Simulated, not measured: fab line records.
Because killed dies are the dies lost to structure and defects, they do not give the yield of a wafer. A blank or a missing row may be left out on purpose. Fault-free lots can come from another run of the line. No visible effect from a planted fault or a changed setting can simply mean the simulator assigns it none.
Which tool is to blame? ; flow gf180mcu ; Sampling: 13 lots, 39 wafers, 5 of 602 route steps

== WHAT THE GAUGES READ, wafer by wafer ==
GF_SAB_CD_MEAS_09: the cd target is 420 nm. Usual: 419.6 nm for cd_nm, sd 1.7.
lot;measured;on;cd_nm (nm);flag
L393;day 15 18:08;cd_sem-01;415.4 415.8 414.9;
L395;day 16 00:33;cd_sem-01;420.3 420.8 417.4;
L397;day 17 09:18;cd_sem-02;418.4 418.9 418.1;
L399;day 17 17:01;cd_sem-02;419.4 420.4 418.5;
L400;day 18 02:14;cd_sem-01;419.7 420.0 420.4;
L401;day 18 13:26;cd_sem-01;420.4 420.2 423.5;
L404;day 19 13:50;cd_sem-01;420.1 420.0 417.7;
L407;day 20 11:58;cd_sem-02;419.2 417.2 416.2;
L408;day 20 21:13;cd_sem-02;419.3 419.8 419.7;
L409;day 21 04:58;cd_sem-01;420.9 419.9 420.3;
L410;day 21 17:19;cd_sem-01;422.6 422.1 422.8;
L413;day 22 13:03;cd_sem-01;423.6 421.6 418.7;
L415;day 23 05:12;cd_sem-01;420.2 419.4 422.2;

GF_CONTACT_CD_MEAS_14: the cd target is 220 nm. Usual: 219.7 nm for cd_nm, sd 1.4.
lot;measured;on;cd_nm (nm);flag
L393;day 16 18:40;cd_sem-01;219.0 217.5 217.8;
L395;day 17 00:26;cd_sem-02;220.5 219.7 219.8;
L397;day 18 09:57;cd_sem-01;220.1 219.4 218.1;
L399;day 18 18:10;cd_sem-02;219.6 221.0 219.8;
L400;day 19 04:17;cd_sem-02;217.0 219.8 219.1;
L401;day 19 15:16;cd_sem-02;220.2 220.4 221.8;
L404;day 20 15:56;cd_sem-02;174.3 175.8 174.8;OFF
L407;day 21 13:42;cd_sem-01;217.3 216.0 217.0;
L408;day 21 23:01;cd_sem-02;218.6 219.7 219.8;
L409;day 22 06:19;cd_sem-02;222.6 222.0 222.5;
L410;day 22 18:14;cd_sem-02;221.8 222.0 221.3;
L413;day 23 13:15;cd_sem-02;221.1 220.4 220.6;
L415;day 24 04:49;cd_sem-02;218.4 219.8 219.5;

== WHICH TOOL RAN EACH LOT (tool, then ch and the chambers of the sampled wafers, then the start) ==
lot;GF_SALICIDE_SPUTTER_02;GF_CONTACT_CMP_04;GF_CONTACT_EXPOSE_11
L393;pvd_sputter-03, day 15 18:38;cmp-02 ch 0,2,3, day 15 19:23;krf_scanner-01 ch 0, day 16 06:56
L395;pvd_sputter-01, day 16 01:00;cmp-01 ch 2,3, day 16 01:46;krf_scanner-01 ch 0, day 16 13:49
L397;pvd_sputter-01, day 17 09:46;cmp-02 ch 0,3, day 17 10:33;krf_scanner-01 ch 0, day 17 22:28
L399;pvd_sputter-02, day 17 17:32;cmp-01 ch 0,2,3, day 17 18:25;krf_scanner-01 ch 0, day 18 05:52
L400;pvd_sputter-03, day 18 02:44;cmp-02 ch 0,1,2, day 18 03:29;krf_scanner-01 ch 0, day 18 16:19
L401;pvd_sputter-03, day 18 13:56;cmp-01 ch 0,1,3, day 18 14:41;krf_scanner-02 ch 0, day 19 03:32
L404;pvd_sputter-01, day 19 14:20;cmp-01 ch 2,3, day 19 15:07;krf_scanner-01 ch 0, day 20 03:50
L407;pvd_sputter-03, day 20 12:26;cmp-01 ch 0,1,3, day 20 13:11;krf_scanner-02 ch 0, day 21 01:48
L408;pvd_sputter-02, day 20 21:42;cmp-01 ch 0,1,3, day 20 22:28;krf_scanner-01 ch 0, day 21 11:14
L409;pvd_sputter-03, day 21 05:27;cmp-02 ch 0,2,3, day 21 06:13;krf_scanner-02 ch 0, day 21 18:50
L410;pvd_sputter-02, day 21 17:47;cmp-02 ch 1,2,3, day 21 18:32;krf_scanner-01 ch 0, day 22 06:55
L413;pvd_sputter-01, day 22 13:32;cmp-01 ch 0,1,3, day 22 14:21;krf_scanner-01 ch 0, day 23 02:29
L415;pvd_sputter-01, day 23 05:41;cmp-02 ch 0,1,3, day 23 06:32;krf_scanner-01 ch 0, day 23 17:57
- GF_SALICIDE_SPUTTER_02: material Co, target thk 10 nm, time 20 s.
- GF_CONTACT_CMP_04: polishes SiO2.
- GF_CONTACT_EXPOSE_11: exposes mask Contact, target cd 220 nm.

== AS READ BY THE TOOLS THEMSELVES (means over the sampled wafers that have a number; for cases with no such wafer, the mark the record gives instead) ==
GF_SALICIDE_SPUTTER_02. Usual: 29.8 % for throttle_valve_pct, sd 0.88.
lot;tool;throttle_valve_pct (%);flag
L393;pvd_sputter-03;30.0;
L395;pvd_sputter-01;29.0;
L397;pvd_sputter-01;29.0;
L399;pvd_sputter-02;31.0;
L400;pvd_sputter-03;30.2;
L401;pvd_sputter-03;30.3;
L404;pvd_sputter-01;29.3;
L407;pvd_sputter-03;30.5;
L408;pvd_sputter-02;30.1;
L409;pvd_sputter-03;30.0;
L410;pvd_sputter-02;29.8;
L413;pvd_sputter-01;29.4;
L415;pvd_sputter-01;29.2;

GF_CONTACT_CMP_04. Usual: motor_current_A 12.0 A, standard deviation 0.72; time_to_endpoint_s 114 s, standard deviation 9.1.
lot;tool;motor_current_A (A);time_to_endpoint_s (s);flag
L393;cmp-02;11.7;114;
L395;cmp-01;11.9;117;
L397;cmp-02;12.2;114;
L399;cmp-01;12.4;111;
L400;cmp-02;11.9;116;
L401;cmp-01;11.9;103;
L404;cmp-01;12.1;109;
L407;cmp-01;11.6;107;
L408;cmp-01;11.9;110;
L409;cmp-02;11.5;118;
L410;cmp-02;12.0;119;
L413;cmp-01;11.9;115;
L415;cmp-02;11.8;120;

GF_CONTACT_EXPOSE_11. Usual: stage_vel_mm_s 499.93 mm/s, standard deviation 0.23.
lot;tool;stage_vel_mm_s (mm/s);flag
L393;krf_scanner-01;499.80;
L395;krf_scanner-01;499.90;
L397;krf_scanner-01;500.08;
L399;krf_scanner-01;499.64;
L400;krf_scanner-01;499.93;
L401;krf_scanner-02;499.94;
L404;krf_scanner-01;499.69;
L407;krf_scanner-02;499.76;
L408;krf_scanner-01;499.99;
L409;krf_scanner-02;500.09;
L410;krf_scanner-01;499.89;
L413;krf_scanner-01;500.12;
L415;krf_scanner-01;499.79;

== THE ANSWER, worked out from the rows above alone ==
Rule: lot off if the mean of its wafers having a number is beyond 3 standard deviations from the usual mean. Also off: a lot with no number at a reading for which 4 or more lots have one. Where the step has rows for the other lots, those lots are counted as sound. The gauges are gone through in route order, then the tools' own readings, and for those a lot's mean is taken as printed above. The first step at which some lot is off is used, and at that step the reading that is off furthest; a lot without a number counts as furthest.
Off: L404, at GF_CONTACT_CD_MEAS_14 (cd_nm).
If a tool, at a process step before that reading, ran all the lots that are off and no sound lot after the first of them, it fits. Gauges at GF_CONTACT_CD_MEAS_14: tried the same way as those tools. Of those tried, none fits.

== WHAT THE SIMULATOR HAD INSERTED ==
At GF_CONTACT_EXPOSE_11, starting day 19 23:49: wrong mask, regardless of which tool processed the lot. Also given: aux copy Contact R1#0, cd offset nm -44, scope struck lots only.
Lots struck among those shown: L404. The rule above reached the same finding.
